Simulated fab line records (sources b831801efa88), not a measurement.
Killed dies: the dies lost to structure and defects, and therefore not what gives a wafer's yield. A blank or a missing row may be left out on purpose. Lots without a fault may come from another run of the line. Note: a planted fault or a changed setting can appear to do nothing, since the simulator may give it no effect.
Which of the tools did it? | flow sky130 | 12 lots, 36 wafers sampled, at 5 steps of a route of 708

== WHAT THE GAUGES READ, wafer by wafer ==
SKY_NWELL_RS_MEAS_29: the measuring method here is four-point-probe.
lot  | measured     | on            | NWELL_RS (ohm/sq)
L879 | day 5 09:52  | film metro-02 | 623.1 624.0 623.1
L880 | day 5 21:20  | film metro-04 | 625.1 625.4 625.1
L882 | day 6 04:29  | film metro-04 | 627.1 627.2 626.6
L888 | day 7 12:22  | film metro-02 | 623.0 621.1 622.9
L889 | day 7 16:32  | film metro-02 | 607.7 606.9 607.2
L890 | day 8 02:34  | film metro-03 | 624.8 626.6 627.0
L891 | day 8 12:19  | film metro-02 | 606.4 607.0 607.0
L892 | day 8 21:01  | film metro-04 | 604.4 605.9 604.6
L893 | day 9 02:51  | film metro-03 | 624.8 625.8 626.3
L894 | day 9 07:01  | film metro-02 | 624.0 623.1 625.0
L895 | day 9 12:56  | film metro-04 | 622.0 624.7 622.6
L901 | day 10 20:51 | film metro-04 | 625.3 624.7 625.9

SKY_VT_ADJUST_NCORE_OVL_MEAS_08.
lot  | measured     | on         | VT_ADJUST_NCORE_OVL (nm)
L879 | day 8 14:14  | overlay-01 | 1.7 0.5 2.0
L880 | day 9 04:02  | overlay-02 | 1.2 -0.9 -0.8
L882 | day 9 13:56  | overlay-01 | 1.9 0.5 3.2
L888 | day 11 03:17 | overlay-01 | 0.1 -1.9 -0.7
L889 | day 11 09:17 | overlay-01 | 0.0 -1.3 -0.7
L890 | day 11 20:35 | overlay-01 | -0.3 0.7 1.0
L891 | day 12 07:56 | overlay-01 | -0.5 0.9 -0.2
L892 | day 12 17:59 | overlay-02 | -2.0 -0.4 1.2
L893 | day 13 00:41 | overlay-01 | 0.7 0.9 0.4
L894 | day 13 05:56 | overlay-02 | -0.3 1.5 -0.1
L895 | day 13 13:20 | overlay-01 | -2.4 0.5 0.6
L901 | day 15 04:11 | overlay-01 | 1.3 1.3 -0.3

SKY_VT_ADJUST_HVTR_CD_MEAS_07: target cd 380 nm.
lot  | measured     | on        | cd nm (nm)
L879 | day 9 11:59  | cd sem-02 | 379.4 379.5 382.7
L880 | day 10 02:14 | cd sem-02 | 377.3 380.6 378.7
L882 | day 10 12:32 | cd sem-02 | 380.7 383.0 383.8
L888 | day 12 03:37 | cd sem-02 | 384.1 382.4 385.5
L889 | day 12 10:13 | cd sem-02 | 380.5 380.4 381.5
L890 | day 12 21:13 | cd sem-01 | 374.2 375.6 378.9
L891 | day 13 09:18 | cd sem-01 | 379.2 380.4 378.5
L892 | day 13 20:01 | cd sem-02 | 380.9 381.4 381.3
L893 | day 14 01:59 | cd sem-01 | 382.1 381.3 382.0
L894 | day 14 07:49 | cd sem-02 | 378.3 379.0 378.8
L895 | day 14 14:55 | cd sem-02 | 379.6 383.2 384.1
L901 | day 16 07:40 | cd sem-02 | 379.4 380.3 380.5

== TOOL THAT RAN EACH LOT (tool first, then ch and the chambers of the sampled wafers, then the start) ==
lot  | SKY_NWELL_IMPLANT_12           | SKY_NWELL_STRIP_25
L879 | implanter-02 ch 0, day 4 15:46 | plasma asher-02 ch 0,1, day 5 09:32
L880 | implanter-02 ch 0, day 5 03:11 | plasma asher-03 ch 0,1, day 5 21:01
L882 | implanter-04 ch 0, day 5 10:34 | plasma asher-02 ch 0,1, day 6 04:10
L888 | implanter-02 ch 0, day 6 16:41 | plasma asher-02 ch 0,1, day 7 12:04
L889 | implanter-02 ch 0, day 6 20:23 | plasma asher-04 ch 0,1, day 7 16:11
L890 | implanter-03 ch 0, day 7 05:38 | plasma asher-02 ch 0,1, day 8 02:14
L891 | implanter-02 ch 0, day 7 14:38 | plasma asher-04 ch 0,1, day 8 11:59
L892 | implanter-02 ch 0, day 7 23:38 | plasma asher-03 ch 0,1, day 8 20:43
L893 | implanter-04 ch 0, day 8 04:53 | plasma asher-03 ch 0,1, day 9 02:32
L894 | implanter-04 ch 0, day 8 09:33 | plasma asher-02 ch 0,1, day 9 06:41
L895 | implanter-04 ch 0, day 8 14:32 | plasma asher-03 ch 1, day 9 12:38
L901 | implanter-04 ch 0, day 9 21:31 | plasma asher-02 ch 0,1, day 10 20:32
- SKY_NWELL_IMPLANT_12
- SKY_NWELL_STRIP_25: strips in O2/N2.

== AS READ BY THE TOOLS THEMSELVES (means over the sampled wafers that have a number; for cases with no such wafer, the mark the record gives instead) ==
SKY_NWELL_IMPLANT_12.
lot  | tool         | dose ions cm2 | faraday current uA
L879 | implanter-02 | 1.3042e+12    | 7.41
L880 | implanter-02 | 1.2986e+12    | 7.41
L882 | implanter-04 | 1.3000e+12    | 7.29
L888 | implanter-02 | 1.2987e+12    | 7.41
L889 | implanter-02 | 1.9922e+12    | 11.25
L890 | implanter-03 | 1.2984e+12    | 7.41
L891 | implanter-02 | 1.9915e+12    | 11.18
L892 | implanter-02 | 1.9917e+12    | 11.28
L893 | implanter-04 | 1.3005e+12    | 7.32
L894 | implanter-04 | 1.2972e+12    | 7.47
L895 | implanter-04 | 1.2996e+12    | 7.34
L901 | implanter-04 | 1.2989e+12    | 7.27

SKY_NWELL_STRIP_25.
lot  | tool            | drypump motor current A (A) | oes product au (a.u.) | strip time to endpoint s (s)
L879 | plasma asher-02 | 6.0                         | 0.721                 | 36.97
L880 | plasma asher-03 | 6.1                         | 0.725                 | 36.94
L882 | plasma asher-02 | 5.4                         | 0.725                 | 36.83
L888 | plasma asher-02 | 6.0                         | 0.724                 | 36.81
L889 | plasma asher-04 | 6.4                         | 0.722                 | 37.00
L890 | plasma asher-02 | 6.0                         | 0.724                 | 37.01
L891 | plasma asher-04 | 6.4                         | 0.724                 | 36.77
L892 | plasma asher-03 | 6.2                         | 0.721                 | 36.77
L893 | plasma asher-03 | 6.2                         | 0.718                 | 36.96
L894 | plasma asher-02 | 6.0                         | 0.719                 | 37.11
L895 | plasma asher-03 | 6.3                         | 0.721                 | 36.74
L901 | plasma asher-02 | 5.5                         | 0.721                 | 36.89

== THE ANSWER, worked out from the rows above alone ==
Rule: the lots themselves supply what counts as usual. Put in order of their means at a reading, lots are off if they are a third of the lots or fewer, leave a main group of 4 or more, and stand apart from it by a gap of 3 or more times the standard deviation of the main group's means; of several such gaps the widest counts. Not used: any main group whose means are identical at the precision the tables above print for the reading. Also off: a lot with no number at a reading for which 4 or more lots have one. The other lots that the step has rows for count as sound. Order of review: gauges by route order, followed by the tools' own readings, for which a lot's mean as printed above is used. At the first step where some lot is off, the reading lying furthest off is the one used; lots without a number count as furthest.
Off: L889, L891, L892, seen at SKY_NWELL_RS_MEAS_29 (NWELL_RS). Main group: mean 624.7 ohm/sq, sd 1.5.
If a tool, at a process step before that reading, ran all the lots that are off and no sound lot after the first of them, it fits. Not tried: the gauges at SKY_NWELL_RS_MEAS_29; whatever is off there is also off at SKY_NWELL_IMPLANT_12, on other tools, and gauge error can't account for it. One fits: implanter-02 at SKY_NWELL_IMPLANT_12. A fault onset in the window from L888 (day 6 16:41, its last sound lot) to L889 (day 6 20:23, its first lot off) fits.
The tool's own readings at SKY_NWELL_IMPLANT_12 bear it out: on the lots that are off they differ by more than 5 times the standard deviation of the sound lots' means. dose ions cm2 reads 1.9918e+12 there against 1.2996e+12 on the sound lots; faraday current uA reads 11.24 there against 7.37 on the sound lots.

== WHAT HAD BEEN PUT IN BY THE SIMULATOR ==
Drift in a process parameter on implanter-02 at SKY_NWELL_IMPLANT_12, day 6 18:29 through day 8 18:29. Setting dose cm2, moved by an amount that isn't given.
Struck lots among those shown: L889, L891, L892. The rule above found the same.
